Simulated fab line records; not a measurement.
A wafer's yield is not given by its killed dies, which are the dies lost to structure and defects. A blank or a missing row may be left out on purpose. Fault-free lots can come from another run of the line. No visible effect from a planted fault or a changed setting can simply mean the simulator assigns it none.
Matching of chambers	flow gf180mcu	GF_V1_ETCH_16 on rie_diel-01: 4 sister chambers
The step etches BARC in N2/H2. 14 wafers are shown with their chamber, then 7 later ones without.

== WAFERS PAIRED WITH THEIR CHAMBERS ==
wafer	chamber	drypump_motor_current_A (A)	throttle_valve_pct (%)	n2_flow_sccm (sccm)
L975.2	2	5.6	13.216	99.8
L975.3	0	6.1	13.210	100.1
L975.5	0	6.1	13.206	100.0
L978.1	3	6.5	13.224	100.6
L978.5	3	6.6	13.217	99.9
L978.6	0	6.1	13.227	99.7
L979.2	3	6.5	13.225	100.4
L979.3	0	6.1	13.231	99.8
L979.4	1	6.3	13.242	99.5
L981.1	1	6.3	13.238	100.4
L981.2	0	6.1	13.229	99.7
L981.3	2	5.6	13.231	99.9
L989.1	1	6.3	13.239	99.1
L989.2	0	6.1	13.216	100.0

SIGNATURES (averages over the wafers above)
reading	chamber 0	chamber 1	chamber 2	chamber 3	scatter within a chamber
drypump_motor_current_A	6.100	6.300	5.600	6.533	0.0258
throttle_valve_pct	13.21983	13.23967	13.22350	13.22200	0.0085
n2_flow_sccm	99.883	99.667	99.850	100.300	0.361
Rule: distance of a wafer from a chamber = root of the sum over the readings of ((wafer's reading minus chamber's mean) / reading's scatter) squared. If the next closest chamber is less than 2 further off than the closest, the wafer can't be placed; otherwise it belongs to the closest. The scatter is the square root of a quotient: the sum, over the shown wafers, of each reading's squared deviation from its chamber's mean, divided by wafers minus chambers.

== WAFERS WITHOUT THEIR CHAMBER ==
wafer	drypump_motor_current_A (A)	throttle_valve_pct (%)	n2_flow_sccm (sccm)
L989.3	5.6	13.224	99.9
L991.2	6.3	13.239	99.8
L991.3	5.6	13.225	100.3
L991.5	6.5	13.221	100.0
L994.2	5.6	13.246	100.4
L994.3	6.1	13.217	99.7
L994.6	6.5	13.219	100.0

== CHAMBER TAKEN BY EACH ==
wafer	from the rows above	in truth
L989.3	2	2
L991.2	1	1
L991.3	2	2
L991.5	3	3
L994.2	2	2
L994.3	0	0
L994.6	3	3
Correctly placed: 7 of 7. Left unplaced by these rows: 0. 0 placed wrongly.
